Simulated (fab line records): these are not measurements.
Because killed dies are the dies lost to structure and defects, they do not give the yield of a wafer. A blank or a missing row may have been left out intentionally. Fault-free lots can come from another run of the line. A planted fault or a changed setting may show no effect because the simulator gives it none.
Code-filled problem report in 8D (eight disciplines) form ; flow gf180mcu ; the parts of the form that need people (team, actions taken, sign-off) are left out

1. THE PROBLEM
At GF_V5_SPUTTER_21, cathode_dc_power_W averages 2869.8 W over 6 wafers from 2 lots, while fault-free wafers read 2500.0 W, standard deviation 0.42. So: +99 or more standard deviations from the usual mean.
The step: material Ti, target thk 15 nm, time 80.02 s.
Seen first at day 28 05:27 on pvd_sputter-02, wafer L518.1. At this step, 39 wafers from 13 lots have a number in the record. Rule for "out" (also "out of limits"): further than 4 standard deviations from the usual mean. All remaining wafers that have a number are taken as sound.

2. WHAT IT IS AND WHAT IT IS NOT
question;is;is not
which readings at this step;cathode_dc_power_W;throttle_valve_pct
which lots;L518, L523;L515, L517, L524, L527, L530, L531, L532, L534, L535, L536, L538
which wafers of those lots;all that have a number;-
read on which tools;pvd_sputter-02;pvd_sputter-03, pvd_sputter-04
when;from day 28 05:27;"up to then (6 sound wafers); but 27 sound wafers of L524, L527, L530, L531, L532, L534, L535, L536, L538 came after"

3. THE SUSPECTS, EACH WITH WHAT RULES IT OUT
Counting: a tool stays on the suspect list if, at a process step up to the reading, it processed all lots that are out and no sound lot following the first of them.
- pvd_sputter-02 at GF_V5_SPUTTER_21 (material Ti, target thk 15 nm, time 80.02 s): ruled out as a lasting fault. Following L518 (day 28 05:27), the first lot on it that is out, the sound lots L532, L534, L538 were run on it.
Left after counting: nothing in the record.

4. THE CAUSE (what the simulator had put in)
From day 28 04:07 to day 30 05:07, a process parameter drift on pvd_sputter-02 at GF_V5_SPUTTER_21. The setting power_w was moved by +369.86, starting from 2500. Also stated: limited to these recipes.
Counting ruled it out, wrongly.

5. SEQUENCE OF EFFECTS, ordered by route
Each row: a reading where the mean over the struck wafers with a number is more than 3 standard deviations away from the usual. Only readings for which the record gives a usual standard deviation are gone through. hours: the time from each lot's start at the first step in this table that gives one to its start at this step, as a median over the lots. sigmas: the change in usual standard deviations.
hours;step;reading;usual;on struck wafers;change;sigmas
0;GF_V5_SPUTTER_21;cathode_dc_power_W;2500.0 W;2869.8;+369.8;+99 or more
Here are the process steps it includes:
- GF_V5_SPUTTER_21: material Ti, target thk 15 nm, time 80.02 s.

6. HOW IT WOULD HAVE BEEN CAUGHT EARLIER
In this record the first reading out of limits was taken at day 28 05:27, 1 hour after the fault began at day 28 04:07.
